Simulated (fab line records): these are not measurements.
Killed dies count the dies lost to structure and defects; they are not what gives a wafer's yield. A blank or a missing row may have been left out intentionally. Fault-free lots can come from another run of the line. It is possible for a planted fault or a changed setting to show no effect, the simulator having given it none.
One fault seen from 2 desks    flow gf180mcu    every desk sees just its own numbers, and what lay behind them comes last

## TOOL OWNER'S DESK, pvd sputter-03
The tool's own readings at GF_M1_SPUTTER_02 (material AlCu, target thk 450 nm, time 23.9 s): means of the sampled wafers that have a number, for each lot that ran on this tool. Marked OUT: a lot whose mean sits more than 4 standard deviations from the usual mean, which makes it out of limits; the brackets give that distance.
Columns: A = cathode dc power W at GF_M1_SPUTTER_02, usual 10600 W; B = throttle valve pct at GF_M1_SPUTTER_02, usual 30.1 %
lot   first seen here  A                B
L681  day 16 01:41     10600            30.8
L684  day 17 04:23     10601            29.6
L685  day 17 12:41     10602            31.2
L688  day 18 15:50     10599            30.7
L690  day 19 10:45     10601            29.2
L695  day 21 07:41     10778 (+99) OUT  30.3
This desk finds L695 out of limits, L695 being first, at day 21 07:41 (cathode dc power W at GF_M1_SPUTTER_02). L681, L684, L685, L688, L690 stayed within limits.

## FROM THE METROLOGY DESK
What the gauges read for every lot (on any tool): the sampled wafers with a number, averaged. Marked OUT: a lot whose mean sits more than 4 standard deviations from the usual mean, which makes it out of limits; the brackets give that distance.
Columns: A = M1_ALCU_RS at GF_M1_RS_MEAS_05, usual 0.0694 ohm/sq; B = M1_ALCU_THK at GF_M1_THK_MEAS_06, usual 448 nm
lot   first seen here  A       B
L681  day 16 01:46     0.0681  455
L683  day 16 15:04     0.0695  451
L684  day 17 04:29     0.0693  451
L685  day 17 12:47     0.0691  455
L688  day 18 15:56     0.0691  454
L689  day 18 22:06     0.0703  441
L690  day 19 10:50     0.0698  442
L695  day 21 07:47     0.0681  455
L700  day 22 23:42     0.0703  442
L701  day 23 12:41     0.0701  441
L702  day 23 17:40     0.0699  443
This desk's finding: nothing out of limits on any of the 11 lots.

## ALL TOGETHER
The tool owner's desk could have raised an alarm at day 21 07:41, on L695.
Nothing out of limits was seen by the metrology desk.
The metrology desk holds a record of L695, inside its limits.
The lots listed all ran GF_M1_SPUTTER_02 on pvd sputter-03.

## WHAT WAS PUT IN BY THE SIMULATOR
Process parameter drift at GF_M1_SPUTTER_02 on pvd sputter-03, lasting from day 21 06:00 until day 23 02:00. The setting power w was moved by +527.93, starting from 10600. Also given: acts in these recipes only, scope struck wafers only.
Lots struck among those shown: L695.
Delay in hours, fault start to first out-of-limits reading, by desk: the tool owner's desk at 2.
